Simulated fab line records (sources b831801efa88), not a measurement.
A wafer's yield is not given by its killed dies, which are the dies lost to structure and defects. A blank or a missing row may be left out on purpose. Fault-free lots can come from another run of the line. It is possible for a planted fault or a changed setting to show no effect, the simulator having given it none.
fab line records -- flow sfq-line
record: lots: 15, wafers: 42, last-day: 95
route steps=325 shown JJ@189 R5@226 I7@296 M8@318
lots that met no fault: from a run of the same line without faults
start-h: hours from the record's first day to the start of the lot's first wafer shown -- wait-h: hours since the lot's step before -- " same as the row above -- L1.1+2: a single row standing in for several wafers -- - no value present, or no start provided -- * or withheld: withheld -- < > ~ a bound
route shown NAME@n: a module of which the file shows steps, and the number in the route of the first -- usual: mean/standard deviation taken from wafers without a fault -- same: alike in all rows -- chamber/n: place in a boat -- sites: the reading at each site -- _std_site: how widely they spread, as a standard deviation -- _edge_site: outer sites' mean less inner sites' -- radius-mm: for every site, how far away it sits from the centre of the wafer -- mask NAME#n: copy n -- behind: the most recent tool/chamber to have shaped the wafer -- hold: reason for holding the lot/hours on hold/outcome of the hold -- device: whichever transistor did not switch (one of n, p or np) -- end of line: the same wafers' tests at the end of the route -- step lacking rows: just its recipe -- killed: not the wafer's yield, but the dies lost to structure and defects at the first sort -- map: shows each die of a wafer: x if killed, . if not, _ if none is there
set.NAME: setting as actually run; set.NAME@STEP: the setting as run at that earlier step -- model.NAME: the simulator's own value behind a step, which no gauge read
steps of the route over a sample of lots; a table a step, a row a wafer
services: a tool's chamber out of use, with start hour (start-h, from the record's first day; less than 0 if before it), hours out, and reason
== steps ==
step: SFQ_TRILAYER_JJ_CE_LITHO_PEB_117
recipe: peb-temp-c: 115, peb-time-s: 60, resist: KrF
usual: heater-power-total-W: 79.15/0.068
lot.wafer,tool,chamber,start-h,wait-h,heater-power-total-W
L943.1,litho-track-02,0,1411.59,1.0,79.22
L943.4,litho-track-02,0,1411.59,1.0,79.23
L943.5,litho-track-02,0,1411.59,1.0,79.20
L945.1,litho-track-04,0,1536.97,1.0,79.12
L945.4,litho-track-04,0,1536.97,1.0,78.97
L945.6,litho-track-04,0,1536.97,1.0,79.05
L946.1,litho-track-02,0,1542.97,1.0,79.26
L946.3,litho-track-02,0,1542.97,1.0,79.19
L946.5,litho-track-02,0,1542.97,1.0,79.14
L947.1,litho-track-01,0,1547.89,1.0,79.19
L947.3,litho-track-01,0,1547.89,1.0,79.19
L947.6,litho-track-01,0,1547.89,1.0,79.23
L948.4,litho-track-01,0,1561.17,0.5,79.25
L948.5,litho-track-01,0,1561.17,0.5,79.22
L948.6,litho-track-01,0,1561.17,0.5,79.15
L949.1,litho-track-01,0,1569.62,1.0,79.13
L949.3,litho-track-01,0,1569.62,1.0,79.21
L949.5,litho-track-01,0,1569.62,1.0,79.09
L950.3,litho-track-02,0,1621.52,0.7,79.16
L950.4,litho-track-02,0,1621.52,0.7,78.98
L950.6,litho-track-02,0,1621.52,0.7,79.12
L951.2,litho-track-01,0,1623.89,0.8,79.14
L951.5,litho-track-01,0,1623.89,0.8,79.26
L951.6,litho-track-01,0,1623.89,0.8,79.16
L955.1,litho-track-04,0,1646.31,1.0,79.12
L955.4,litho-track-04,0,1646.31,1.0,80.47
L960.1,litho-track-04,0,1685.63,1.0,79.13
L960.4,litho-track-04,0,1685.63,1.0,80.42
L961.2,litho-track-04,0,1688.05,0.8,80.52
L961.4,litho-track-04,0,1688.05,0.8,80.60
L962.1,litho-track-01,0,1689.43,-,79.20
L962.3,litho-track-01,0,1689.43,-,79.18
L962.4,litho-track-01,0,1689.43,-,79.21
L963.3,litho-track-02,0,1692.88,0.7,79.19
L963.5,litho-track-02,0,1692.88,0.7,79.20
L963.6,litho-track-02,0,1692.88,0.7,79.22
L965.1,litho-track-01,0,1701.23,1.0,79.22
L965.2,litho-track-01,0,1701.23,1.0,79.21
L965.3,litho-track-01,0,1701.23,1.0,79.24
L966.2,litho-track-01,0,1702.45,0.8,79.12
L966.4,litho-track-01,0,1702.45,0.8,79.14
L966.5,litho-track-01,0,1702.45,0.8,79.20
step: SFQ_TRILAYER_JJ_CE_METRO_MEASURE_117
usual: cd-nm: 700.1/1.2
lot.wafer,tool,chamber,start-h,wait-h,cd-nm
L943.1,cd-sem-01,-,1411.93,0.0,700.2
L943.4,cd-sem-01,-,1411.93,0.0,699.4
L943.5,cd-sem-01,-,1411.93,0.0,698.8
L945.1,cd-sem-01,-,1537.30,0.0,698.5
L945.4,cd-sem-01,-,1537.30,0.0,698.8
L945.6,cd-sem-01,-,1537.30,0.0,699.3
L946.1,cd-sem-01,-,1543.30,0.0,700.6
L946.3,cd-sem-01,-,1543.30,0.0,701.3
L946.5,cd-sem-01,-,1543.30,0.0,701.9
L947.1,cd-sem-01,-,1548.23,0.0,697.4
L947.3,cd-sem-01,-,1548.23,0.0,698.9
L947.6,cd-sem-01,-,1548.23,0.0,699.4
L948.4,cd-sem-02,-,1562.03,0.6,702.5
L948.5,cd-sem-02,-,1562.03,0.6,701.9
L948.6,cd-sem-02,-,1562.03,0.6,701.3
L949.1,cd-sem-01,-,1569.95,0.0,700.6
L949.3,cd-sem-01,-,1569.95,0.0,700.7
L949.5,cd-sem-01,-,1569.95,0.0,700.2
L950.3,cd-sem-02,-,1622.20,0.4,698.9
L950.4,cd-sem-02,-,1622.20,0.4,699.2
L950.6,cd-sem-02,-,1622.20,0.4,699.7
L951.2,cd-sem-01,-,1624.40,0.2,699.1
L951.5,cd-sem-01,-,1624.40,0.2,698.8
L951.6,cd-sem-01,-,1624.40,0.2,699.0
L955.1,cd-sem-01,-,1646.65,0.0,702.1
L955.4,cd-sem-01,-,1646.65,0.0,710.5
L960.1,cd-sem-02,-,1685.96,0.0,699.1
L960.4,cd-sem-02,-,1685.96,0.0,705.6
L961.2,cd-sem-01,-,1688.56,0.2,709.0
L961.4,cd-sem-01,-,1688.56,0.2,708.8
L962.1,cd-sem-02,-,1689.77,0.0,700.7
L962.3,cd-sem-02,-,1689.77,0.0,700.9
L962.4,cd-sem-02,-,1689.77,0.0,699.9
L963.3,cd-sem-01,-,1693.56,0.4,699.8
L963.5,cd-sem-01,-,1693.56,0.4,700.3
L963.6,cd-sem-01,-,1693.56,0.4,698.9
L965.1,cd-sem-01,-,1701.56,0.0,700.1
L965.2,cd-sem-01,-,1701.56,0.0,698.8
L965.3,cd-sem-01,-,1701.56,0.0,700.1
L966.2,cd-sem-02,-,1702.96,0.2,700.6
L966.4,cd-sem-02,-,1702.96,0.2,701.6
L966.5,cd-sem-02,-,1702.96,0.2,701.4
step: SFQ_TRILAYER_R5_STRIP_STRIP_140
recipe: gas: O2, power-w: 200, platen-temp-c: 40, overash-fraction: 0.65, chemistry: O2, pressure-mtorr: 50
usual: chamber-pressure-mTorr: 50.00/0.05, drypump-motor-current-A: 5.6/0.47, oes-product-au: 1.003/0.0067
lot.wafer,tool,chamber,start-h,wait-h,chamber-pressure-mTorr,drypump-motor-current-A,oes-product-au,rf-hours-counter-h
L943.1,rie-metal-02,0,1536.22,0.0,49.98,5.3,1.007,61
L943.4,rie-metal-02,1,1536.22,0.0,49.98,6.4,1.006,-
L943.5,rie-metal-02,0,1536.22,0.0,50.10,5.3,1.010,-
L945.1,rie-metal-02,0,1568.44,0.1,49.93,5.3,1.013,67
L945.4,rie-metal-02,0,1568.44,0.1,50.03,5.3,1.003,-
L945.6,rie-metal-02,0,1568.44,0.1,50.03,5.3,1.006,-
L946.1,rie-metal-04,0,1664.05,0.0,50.05,5.3,1.010,35
L946.3,rie-metal-04,1,1664.05,0.0,50.01,5.2,1.001,-
L946.5,rie-metal-04,1,1664.05,0.0,50.00,5.2,1.005,-
L947.1,rie-metal-03,1,1668.58,0.0,50.01,5.8,1.006,43
L947.3,rie-metal-03,0,1668.58,0.0,50.02,5.5,1.010,-
L947.6,rie-metal-03,1,1668.58,0.0,50.10,5.8,0.998,-
L948.4,rie-metal-04,1,1685.33,0.2,50.04,5.2,1.000,-
L948.5,rie-metal-04,0,1685.33,0.2,49.98,5.3,0.994,-
L948.6,rie-metal-04,1,1685.33,0.2,49.96,5.2,1.000,-
L949.1,rie-metal-03,0,1694.13,0.0,49.99,5.5,1.015,73
L949.3,rie-metal-03,1,1694.13,0.0,50.04,5.7,0.998,-
L949.5,rie-metal-03,0,1694.13,0.0,50.04,5.5,1.005,-
L950.3,rie-metal-02,0,1737.14,0.2,50.05,5.3,0.999,-
L950.4,rie-metal-02,1,1737.14,0.2,49.98,6.4,1.002,-
L950.6,rie-metal-02,0,1737.14,0.2,49.90,5.3,1.005,-
L951.2,rie-metal-03,1,1741.74,0.0,50.01,5.8,1.017,54
L951.5,rie-metal-03,1,1741.74,0.0,50.00,5.8,1.013,-
L951.6,rie-metal-03,0,1741.74,0.0,49.95,5.5,1.023,-
L955.1,rie-metal-03,1,1770.81,0.0,50.02,5.8,0.998,58
L955.4,rie-metal-03,1,1770.81,0.0,50.10,5.8,1.013,-
L960.1,rie-metal-04,1,1797.89,0.0,50.02,5.2,1.008,65
L960.4,rie-metal-04,0,1797.89,0.0,50.01,5.3,0.993,-
L961.2,rie-metal-04,1,1800.89,0.0,50.04,5.1,0.999,65
L961.4,rie-metal-04,0,1800.89,0.0,49.87,5.2,0.996,-
L962.1,rie-metal-02,0,1802.09,0.0,49.98,5.3,1.002,102
L962.3,rie-metal-02,1,1802.09,0.0,50.02,6.4,1.005,-
L962.4,rie-metal-02,0,1802.09,0.0,49.99,5.3,0.999,-
L963.3,rie-metal-04,0,1804.09,0.2,50.02,5.3,1.010,-
L963.5,rie-metal-04,0,1804.09,0.2,49.99,5.3,0.993,-
L963.6,rie-metal-04,1,1804.09,0.2,49.96,5.2,1.002,-
L965.1,rie-metal-02,1,1813.50,0.0,49.97,6.5,1.002,59
L965.2,rie-metal-02,0,1813.50,0.0,50.00,5.3,1.003,103
L965.3,rie-metal-02,1,1813.50,0.0,49.99,6.5,1.001,-
L966.2,rie-metal-04,0,1817.10,0.0,50.02,5.2,0.990,60
L966.4,rie-metal-04,1,1817.10,0.0,49.97,5.2,0.996,-
L966.5,rie-metal-04,1,1817.10,0.0,50.01,5.1,0.995,-
step: SFQ_TRILAYER_I7_DEP_PECVD_183
recipe: material: SiO2, temp-c: 150, time-s: 111.11, pressure-torr: 2.4, rf-w: 183.3, precursor: SiH4/N2O, target-thk-nm: 500
usual: heater-power-w: 93/12, throttle-valve-pct: 24.8/1.4
lot.wafer,tool,chamber,start-h,wait-h,heater-power-w,since-wet-clean-h,throttle-valve-pct
L943.1,pecvd-01,1,1777.65,0.0,100,77,23.6
L943.4,pecvd-01,0,1777.65,0.0,84,-,24.0
L943.5,pecvd-01,1,1777.65,0.0,103,-,23.3
L945.1,pecvd-01,2,1782.45,0.0,99,82,23.1
L945.4,pecvd-01,2,1782.45,0.0,100,-,23.0
L945.6,pecvd-01,1,1782.45,0.0,94,-,23.5
L946.1,pecvd-04,0,1788.20,0.0,107,841,25.0
L946.3,pecvd-04,2,1788.20,0.0,104,841,23.6
L946.5,pecvd-04,2,1788.20,0.0,89,-,23.5
L947.1,pecvd-03,2,1791.97,0.0,79,461,23.3
L947.3,pecvd-03,1,1791.97,0.0,80,461,24.1
L947.6,pecvd-03,1,1791.97,0.0,85,-,24.2
L948.4,pecvd-04,2,1807.60,0.0,102,-,23.5
L948.5,pecvd-04,0,1807.60,0.0,113,-,24.9
L948.6,pecvd-04,1,1807.60,0.0,86,-,25.7
L949.1,pecvd-01,1,1819.14,0.0,90,119,23.7
L949.3,pecvd-01,2,1819.14,0.0,104,119,23.2
L949.5,pecvd-01,2,1819.14,0.0,104,-,22.9
L950.3,pecvd-03,2,1855.18,0.0,72,524,23.4
L950.4,pecvd-03,2,1855.18,0.0,74,-,23.4
L950.6,pecvd-03,1,1855.18,0.0,98,-,24.5
L951.2,pecvd-04,2,1863.19,0.0,105,916,23.8
L951.5,pecvd-04,2,1863.19,0.0,88,-,24.0
L951.6,pecvd-04,0,1863.19,0.0,110,-,25.0
L955.1,pecvd-03,2,2051.27,0.0,80,721,23.6
L955.4,pecvd-03,2,2051.27,0.0,65,-,23.7
L960.1,pecvd-03,0,2077.06,0.0,108,746,28.3
L960.4,pecvd-03,1,2077.06,0.0,88,-,24.9
L961.2,pecvd-04,0,2079.46,0.0,113,1132,25.4
L961.4,pecvd-04,2,2079.46,0.0,99,-,23.8
L962.1,pecvd-03,0,2081.86,0.0,98,751,28.3
L962.3,pecvd-03,2,2081.86,0.0,69,751,24.0
L962.4,pecvd-03,2,2081.86,0.0,75,-,24.0
L963.3,pecvd-04,2,2086.72,0.0,95,1139,23.6
L963.5,pecvd-04,0,2086.72,0.0,110,-,25.4
L963.6,pecvd-04,1,2086.72,0.0,80,-,26.5
L965.1,pecvd-04,1,2096.18,0.0,81,1149,26.2
L965.2,pecvd-04,0,2096.18,0.0,106,1149,24.9
L965.3,pecvd-04,2,2096.18,0.0,98,1149,23.9
L966.2,pecvd-03,1,2103.38,0.0,94,773,25.1
L966.4,pecvd-03,2,2103.38,0.0,77,-,23.5
L966.5,pecvd-03,0,2103.38,0.0,91,-,28.3
step: SFQ_M8_OVL_MEAS_948
usual: M8_OVL: 2/5
lot.wafer,tool,chamber,start-h,wait-h,M8_OVL[nm]
L943.1,overlay-02,-,1875.90,0.1,10
L943.4,overlay-02,-,1875.90,0.1,5
L943.5,overlay-02,-,1875.90,0.1,9
L945.1,overlay-01,-,1885.62,0.1,8
L945.4,overlay-01,-,1885.62,0.1,0
L945.6,overlay-01,-,1885.62,0.1,2
L946.1,overlay-02,-,1891.62,0.1,4
L946.3,overlay-02,-,1891.62,0.1,1
L946.5,overlay-02,-,1891.62,0.1,0
L947.1,overlay-02,-,1896.44,0.1,-1
L947.3,overlay-02,-,1896.44,0.1,-2
L947.6,overlay-02,-,1896.44,0.1,6
L948.4,overlay-02,-,1913.24,0.1,10
L948.5,overlay-02,-,1913.24,0.1,6
L948.6,overlay-02,-,1913.24,0.1,8
L949.1,overlay-02,-,1925.36,0.1,7
L949.3,overlay-02,-,1925.36,0.1,14
L949.5,overlay-02,-,1925.36,0.1,10
L950.3,overlay-01,-,1961.23,0.1,5
L950.4,overlay-01,-,1961.23,0.1,12
L950.6,overlay-01,-,1961.23,0.1,13
L951.2,overlay-02,-,1969.75,0.1,0
L951.5,overlay-02,-,1969.75,0.1,3
L951.6,overlay-02,-,1969.75,0.1,9
L955.1,overlay-02,-,2150.28,0.1,7
L955.4,overlay-02,-,2150.28,0.1,-3
L960.1,overlay-02,-,2177.75,0.1,14
L960.4,overlay-02,-,2177.75,0.1,5
L961.2,overlay-02,-,2178.95,0.1,-1
L961.4,overlay-02,-,2178.95,0.1,-1
L962.1,overlay-02,-,2251.71,0.1,5
L962.3,overlay-02,-,2251.71,0.1,3
L962.4,overlay-02,-,2251.71,0.1,0
L963.3,overlay-02,-,2256.52,0.1,4
L963.5,overlay-02,-,2256.52,0.1,-5
L963.6,overlay-02,-,2256.52,0.1,7
L965.1,overlay-02,-,2264.91,0.1,-6
L965.2,overlay-02,-,2264.91,0.1,4
L965.3,overlay-02,-,2264.91,0.1,-4
L966.2,overlay-02,-,2269.84,0.1,9
L966.4,overlay-02,-,2269.84,0.1,2
L966.5,overlay-02,-,2269.84,0.1,3
== services ==
tool,chamber,start-h,hours,kind
cd-sem-01,-,1398.20,0.9,pm
pecvd-03,2,1407.90,23.3,repair
pecvd-03,1,1409.35,17.9,repair
cd-sem-01,-,1478.01,0.9,pm
cd-sem-01,-,1490.26,1.1,pm
pecvd-04,1,1505.02,11.0,repair
rie-metal-04,0,1538.48,6.0,repair
cd-sem-01,-,1540.69,1.2,repair
cd-sem-01,-,1550.04,0.5,pm
cd-sem-01,-,1582.20,1.1,pm
cd-sem-01,-,1662.01,0.5,pm
rie-metal-04,0,1668.23,7.6,repair
cd-sem-01,-,1674.26,2.6,pm
cd-sem-01,-,1766.20,1.1,pm
cd-sem-01,-,1768.85,1.6,pm
cd-sem-01,-,1846.01,1.1,pm
cd-sem-01,-,1858.26,0.4,pm
pecvd-04,-,1922.10,0.5,repair
cd-sem-01,-,1946.35,3.1,pm
cd-sem-01,-,1950.20,1.3,pm
pecvd-04,0,2018.35,6.3,repair
cd-sem-01,-,2030.01,1.0,pm
cd-sem-01,-,2038.85,1.3,pm
cd-sem-01,-,2043.12,0.3,pm
== key ==
first-sign: step: SFQ_TRILAYER_JJ_CE_LITHO_PEB_117, reading: heater-power-total-W, direction: up, sigmas: 20, usual: 79.15, struck: 80.50
effect: step: SFQ_TRILAYER_JJ_CE_METRO_MEASURE_117, reading: cd-nm, direction: up, sigmas: 6.8, usual: 700.1, struck: 708.5
met-at SFQ_TRILAYER_JJ_CE_LITHO_PEB_117
struck-lots L955,L960,L961
struck-wafers L955.4,L960.4,L961.2,L961.4
not-acting-at SFQ_TRILAYER_R5_STRIP_STRIP_140,SFQ_TRILAYER_I7_DEP_PECVD_183,SFQ_M8_OVL_MEAS_948
onset-between 1536.97 1646.31
fault: kind: process-parameter-drift, tool: litho-track-04, chamber: -, onset-h: 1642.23, steps: SFQ_TRILAYER_JJ_CE_LITHO_PEB_117, channel: peb-time-s, offset: *, shape: step, end-h: 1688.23, scope: struck-wafers-only, acts-in: *, stated: *
